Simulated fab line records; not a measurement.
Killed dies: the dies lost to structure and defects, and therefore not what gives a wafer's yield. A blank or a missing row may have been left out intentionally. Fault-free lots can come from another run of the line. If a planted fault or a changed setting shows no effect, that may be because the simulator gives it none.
What tool caused it? -- flow gf180mcu -- 18 wafers from 6 lots sampled at 3 of the route's 602 steps

## WHAT THE GAUGES READ, wafer by wafer
GF_TOP_METAL_OVL_MEAS_15.
lot,measured,on,TOP_METAL_OVL (nm)
L205,day 28 17:54,overlay-02,-1.9 -0.2 -1.4
L208,day 29 17:37,overlay-01,0.0 -0.9 -1.9
L215,day 32 02:45,overlay-01,-0.1 -0.3 -0.1
L219,day 32 19:54,overlay-01,-0.2 -0.8 -1.9
L221,day 33 17:24,overlay-02,0.2 -1.1 0.1
L226,day 34 11:28,overlay-01,-1.0 -1.0 -2.7

## TOOL THAT RAN EACH LOT (tool first, then ch and the chambers of the sampled wafers, then the start)
lot,GF_TOP_METAL_SPUTTER_01,GF_TOP_METAL_SPUTTER_03
L205,"pvdSputter-03, day 27 22:28","pvdSputter-03, day 27 22:32"
L208,"pvdSputter-02, day 28 21:56","pvdSputter-02, day 28 22:01"
L215,"pvdSputter-04, day 31 08:38","pvdSputter-04, day 31 08:43"
L219,"pvdSputter-04, day 32 04:00","pvdSputter-04, day 32 04:05"
L221,"pvdSputter-04, day 33 00:55","pvdSputter-04, day 33 00:59"
L226,"pvdSputter-02, day 33 19:54","pvdSputter-02, day 33 19:58"
- GF_TOP_METAL_SPUTTER_01: material TiN, target thk 30 nm, time 25 s.
- GF_TOP_METAL_SPUTTER_03: material Ti, target thk 5 nm, time 3.3 s.

## THE ANSWER, worked out from the rows above alone
Rule: what is usual is taken from the lots themselves. The widest of any qualifying gaps counts: lots, ordered by their means at a reading, are off when they make up no more than a third of the lots, leave a main group of 4 or more, and stand apart from it by 3 or more times the standard deviation of that group's means. A main group is skipped when, at the precision printed for the reading in the tables above, its means are all equal. A lot without any number at a reading at which 4 lots or more have one is off too. Where the step has rows for the other lots, those lots are counted as sound.
No lot is off at any reading shown: from this, nothing can be told.

## WHAT HAD BEEN PUT IN BY THE SIMULATOR
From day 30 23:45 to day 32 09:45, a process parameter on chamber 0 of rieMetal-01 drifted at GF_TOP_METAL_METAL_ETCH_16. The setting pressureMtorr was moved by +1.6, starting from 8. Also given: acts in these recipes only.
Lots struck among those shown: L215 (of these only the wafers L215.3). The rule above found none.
